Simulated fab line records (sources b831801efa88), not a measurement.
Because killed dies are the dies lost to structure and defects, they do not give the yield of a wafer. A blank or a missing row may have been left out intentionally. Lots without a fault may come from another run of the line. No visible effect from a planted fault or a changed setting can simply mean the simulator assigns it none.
Comparing a struck lot with a sound one || flow sfq_line || 14 out of 325 route steps
Sound: the wafers L548.2, L548.3, L548.4. Struck: wafer L564.5 (left out: L564.1, L564.6 of the same lot, which were not struck); the cause appears at the end.
Each step with rows lists, per side, the tool, then ch with its chambers, then its first start. Under that, the readings that differ: sound wafers || struck wafers || difference of the means || sigmas: that difference in standard deviations of wafers without a fault.
alike: readings whose means differ by less than 2 such deviations, and words and numbers that are the same on both sides. not compared: withheld readings, readings that some wafer has no value for, bounds like >300 that may hide the same value, and numbers for which the record gives no deviation and whose values overlap.
Wherever a step has rows on one side only, a row that says differs or no value, or a row with sigmas, the two part there. Numbers that have no deviation but don't overlap get no sigmas and don't part them. A reading missing from all wafers of one side parts the sides only when that side holds two or more wafers.

SFQ_TRILAYER_I7_DEP_PECVD_183: deposits SiO2 from SiH4/N2O, time 111.11 s, target thk 500 nm.
  sound on pecvd-03 ch 0,2, day 77 06:31; struck on pecvd-04 ch 2, day 83 11:49
  alike: heater_power_w, susceptor_temp_C, throttle_valve_pct
SFQ_TRILAYER_I7_CMP_CMP_184: polishes SiO2.
  sound on cmp-02 ch 1,2,3, day 77 06:50; struck on cmp-02 ch 2, day 83 22:37
  alike: motor_current_A, retaining_ring_pressure_frac, slurry_filter_dp_kPa, time_to_endpoint_s
SFQ_I7_BOW_MEAS_946:
  sound on film_metro-03 at day 77 09:52; struck on film_metro-02 at day 84 00:07
  alike: I7_BOW
SFQ_TRILAYER_I7_METRO_MEASURE_185:
  sound on film_metro-03 at day 77 10:10; struck on film_metro-02 at day 84 00:14
  alike: thk_nm
then, 6 steps without rows for these wafers: SFQ_TRILAYER_I7_VIA_LITHO_COAT_192 (resist thk 62 nm); SFQ_TRILAYER_I7_VIA_LITHO_COAT_187 (resist thk 650 nm); SFQ_TRILAYER_I7_VIA_LITHO_SOFTBAKE_191; SFQ_TRILAYER_I7_VIA_LITHO_EXPOSE_188 (exposes mask I7, target cd 1000 nm); SFQ_TRILAYER_I7_VIA_LITHO_PEB_190 (peb time 60 s); SFQ_TRILAYER_I7_VIA_LITHO_DEVELOP_189 (time 60 s).
-- the record jumps here: 3 days lie between the struck wafers' starts before and after --
SFQ_I7_OVL_MEAS_947:
  sound on overlay-01 at day 80 23:04; struck on overlay-01 at day 86 22:43
  alike: I7_OVL
SFQ_TRILAYER_I7_VIA_BARC_OPEN_VIA_ETCH_260: etches BARC in O2, target depth 125 nm, time 41.7 s.
  sound on rie_diel-04 ch 0,2,3, day 80 23:06; struck on rie_diel-04 ch 2, day 86 22:46
{"reading": "bias_w (W)", "sound": "80.03 80.35 80.38", "struck": 79.45, "difference": -0.80, "sigmas": -3}
  alike: drypump_motor_current_A, oes_product_au
  not compared: rf_hours_counter_h
SFQ_TRILAYER_I7_VIA_ETCH_VIA_ETCH_190: etches SiO2 in CHF3, stops on Nb, target depth 260 nm.
  sound on rie_diel-04 ch 0,2,3, day 80 23:08; struck on rie_diel-04 ch 2, day 86 22:48
{"reading": "bias_w (W)", "sound": "79.64 80.00 80.28", "struck": 77.58, "difference": -2.39, "sigmas": -10}
  alike: drypump_motor_current_A, oes_product_au
SFQ_TRILAYER_I7_VIA_STRIP_STRIP_191: strips in O2.
  sound on rie_metal-04 ch 1, day 80 23:27; struck on rie_metal-02 ch 0, day 86 22:55
  alike: drypump_motor_current_A, oes_product_au
  not compared: rf_hours_counter_h

## WHERE THEY PART
At SFQ_TRILAYER_I7_VIA_BARC_OPEN_VIA_ETCH_260 first; at SFQ_TRILAYER_I7_VIA_ETCH_VIA_ETCH_190 last (within this record only). Later steps at which nothing parts them and some readings are alike: SFQ_TRILAYER_I7_VIA_STRIP_STRIP_191.

WHY: the cause the simulator had injected
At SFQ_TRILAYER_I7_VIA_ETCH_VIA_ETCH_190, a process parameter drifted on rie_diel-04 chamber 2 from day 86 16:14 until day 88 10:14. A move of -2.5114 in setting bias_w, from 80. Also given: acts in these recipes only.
